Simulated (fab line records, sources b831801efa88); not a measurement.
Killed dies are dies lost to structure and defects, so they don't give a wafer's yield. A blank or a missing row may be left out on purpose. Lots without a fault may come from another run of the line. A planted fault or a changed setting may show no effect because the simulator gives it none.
Which tool did it? | flow sky130 | 13 lots, 39 wafers sampled, at 4 steps of a route of 708

WHAT THE GAUGES READ, wafer by wafer
SKY_VT_ADJUST_HVTP_TW_MEAS_11. Usual: VT_ADJUST_HVTP_TW 1363, standard deviation 8.7.
lot  | measured     | on            | VT_ADJUST_HVTP_TW | flag
L852 | day 5 23:05  | film_metro-02 | 1357 1360 1360    |
L854 | day 6 11:20  | film_metro-02 | 1357 1354 1352    |
L855 | day 7 18:39  | film_metro-01 | 1352 1357 1352    |
L857 | day 8 01:28  | film_metro-04 | 1364 1358 1363    |
L856 | day 8 02:31  | film_metro-04 | 1363 1358 1361    |
L858 | day 8 07:11  | film_metro-02 | 1375 1372 1371    |
L864 | day 9 09:57  | film_metro-02 | 1326 1343 1331    | OFF
L866 | day 9 19:18  | film_metro-02 | 1327 1328 1331    | OFF
L867 | day 10 05:11 | film_metro-02 | 1315 1324 1314    | OFF
L868 | day 10 07:02 | film_metro-04 | 1365 1367 1369    |
L870 | day 10 19:40 | film_metro-01 | 1358 1352 1357    |
L872 | day 11 12:48 | film_metro-04 | 1367 1369 1367    |
L875 | day 12 03:39 | film_metro-02 | 1370 1368 1365    |

SKY_POLY_GATE_THK_MEAS_21. Usual: POLY_GATE_OXIDATION_THK 3.96 nm, standard deviation 0.078.
lot  | measured     | on            | POLY_GATE_OXIDATION_THK (nm) | flag
L852 | day 16 01:29 | film_metro-04 | 4.02 4.03 4.10               |
L854 | day 16 20:36 | film_metro-04 | 3.97 3.96 3.99               |
L855 | day 18 15:47 | film_metro-04 | 3.97 3.94 3.88               |
L857 | day 19 05:21 | film_metro-01 | 4.07 3.99 4.00               |
L856 | day 19 10:05 | film_metro-02 | 3.91 3.89 4.00               |
L858 | day 19 13:11 | film_metro-04 | 3.87 3.89 3.79               |
L864 | day 21 01:56 | film_metro-02 | 3.94 4.00 3.83               |
L866 | day 21 17:31 | film_metro-01 | 3.94 3.96 3.99               |
L867 | day 22 01:40 | film_metro-01 | 4.01 3.87 4.08               |
L868 | day 22 06:26 | film_metro-02 | 4.03 3.91 3.98               |
L870 | day 22 22:37 | film_metro-04 | 3.94 3.96 4.02               |
L872 | day 23 20:56 | film_metro-02 | 3.95 4.11 4.01               |
L875 | day 24 18:34 | film_metro-01 | 3.92 3.96 3.91               |

SKY_LI_CONTACT_THK_MEAS_01. Usual: LI_CONTACT_HDPCVD_THK 929 nm, standard deviation 8.5.
lot  | measured     | on            | LI_CONTACT_HDPCVD_THK (nm) | flag
L852 | day 27 12:13 | film_metro-01 | 933 916 944                |
L854 | day 28 08:11 | film_metro-04 | 928 924 927                |
L855 | day 30 01:30 | film_metro-04 | 912 919 930                |
L857 | day 30 13:26 | film_metro-01 | 925 919 921                |
L856 | day 30 17:35 | film_metro-02 | 919 935 919                |
L858 | day 30 19:52 | film_metro-04 | 925 930 939                |
L864 | day 32 05:38 | film_metro-01 | 935 935 931                |
L866 | day 32 20:12 | film_metro-01 | 934 931 927                |
L867 | day 33 02:25 | film_metro-04 | 922 926 923                |
L868 | day 33 08:37 | film_metro-01 | 929 933 925                |
L870 | day 33 19:46 | film_metro-01 | 930 924 913                |
L872 | day 34 16:37 | film_metro-02 | 922 934 937                |
L875 | day 35 10:05 | film_metro-02 | 937 931 926                |

WHICH TOOL RAN EACH LOT (tool, then ch and the chambers of the sampled wafers, then the start)
lot  | SKY_VT_ADJUST_HVTP_IMPLANT_09
L852 | implanter-03 ch 0, day 5 22:50
L854 | implanter-02 ch 0, day 6 11:06
L855 | implanter-01 ch 0, day 7 18:26
L857 | implanter-02 ch 0, day 8 01:14
L856 | implanter-01 ch 0, day 8 02:15
L858 | implanter-03 ch 0, day 8 06:56
L864 | implanter-03 ch 0, day 9 09:42
L866 | implanter-03 ch 0, day 9 19:03
L867 | implanter-03 ch 0, day 10 04:56
L868 | implanter-02 ch 0, day 10 06:47
L870 | implanter-01 ch 0, day 10 19:22
L872 | implanter-01 ch 0, day 11 12:33
L875 | implanter-01 ch 0, day 12 03:24
- SKY_VT_ADJUST_HVTP_IMPLANT_09

WHAT THE TOOLS THEMSELVES READ (means of the sampled wafers that have a number; where no wafer has one, the mark that the record gives instead)
SKY_VT_ADJUST_HVTP_IMPLANT_09. Usual: dose_ions_cm2 4.3e+12, standard deviation 4.5e+09; faraday_current_uA 24.2, standard deviation 0.53.
lot  | tool         | dose_ions_cm2 | faraday_current_uA | flag
L852 | implanter-03 | 4.3e+12       | 23.8               |
L854 | implanter-02 | 4.3e+12       | 24.7               |
L855 | implanter-01 | 4.3e+12       | 24.0               |
L857 | implanter-02 | 4.3e+12       | 24.0               |
L856 | implanter-01 | 4.3e+12       | 23.6               |
L858 | implanter-03 | 4.3e+12       | 24.3               |
L864 | implanter-03 | 3.9e+12       | 21.9               | OFF
L866 | implanter-03 | 3.9e+12       | 21.7               | OFF
L867 | implanter-03 | 3.9e+12       | 21.9               | OFF
L868 | implanter-02 | 4.3e+12       | 24.4               |
L870 | implanter-01 | 4.3e+12       | 24.2               |
L872 | implanter-01 | 4.3e+12       | 24.7               |
L875 | implanter-01 | 4.3e+12       | 24.4               |

THE ANSWER, worked out from the rows above alone
Rule: a lot is off if the mean of its wafers that have a number lies more than 3 standard deviations from the usual mean. A lot without any number at a reading at which 4 lots or more have one is off too. The other lots that the step has rows for count as sound. The gauges are gone through in route order, then the tools' own readings, and for those a lot's mean is taken as printed above. The first step at which some lot is off is used, and at that step the reading that is off furthest; a lot without a number counts as furthest.
Off: L864, L866, L867, at SKY_VT_ADJUST_HVTP_TW_MEAS_11 (VT_ADJUST_HVTP_TW).
A tool fits if, at a process step before that reading, it ran every lot that is off, and no sound lot after the first of them. The gauges at SKY_VT_ADJUST_HVTP_TW_MEAS_11 aren't tried: what is off there is off at SKY_VT_ADJUST_HVTP_IMPLANT_09 too, on other tools, and a gauge's error can't cause that. One fits: implanter-03 at SKY_VT_ADJUST_HVTP_IMPLANT_09. Its last sound lot is L858 (day 8 06:56), its first lot that is off L864 (day 9 09:42): a fault that began between those two fits.
The tool's own readings at SKY_VT_ADJUST_HVTP_IMPLANT_09 bear it out: on the lots that are off they differ by more than 5 times the standard deviation of the sound lots' means. dose_ions_cm2 reads 3.9e+12 there against 4.3e+12 on the sound lots; faraday_current_uA reads 21.8 there against 24.2 on the sound lots.

WHAT THE SIMULATOR HAD PUT IN
Process parameter drift: implanter-03, from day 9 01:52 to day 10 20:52, at SKY_VT_ADJUST_HVTP_IMPLANT_09. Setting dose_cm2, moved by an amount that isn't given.
Lots struck among those shown: L864, L866, L867. The rule above found the same.
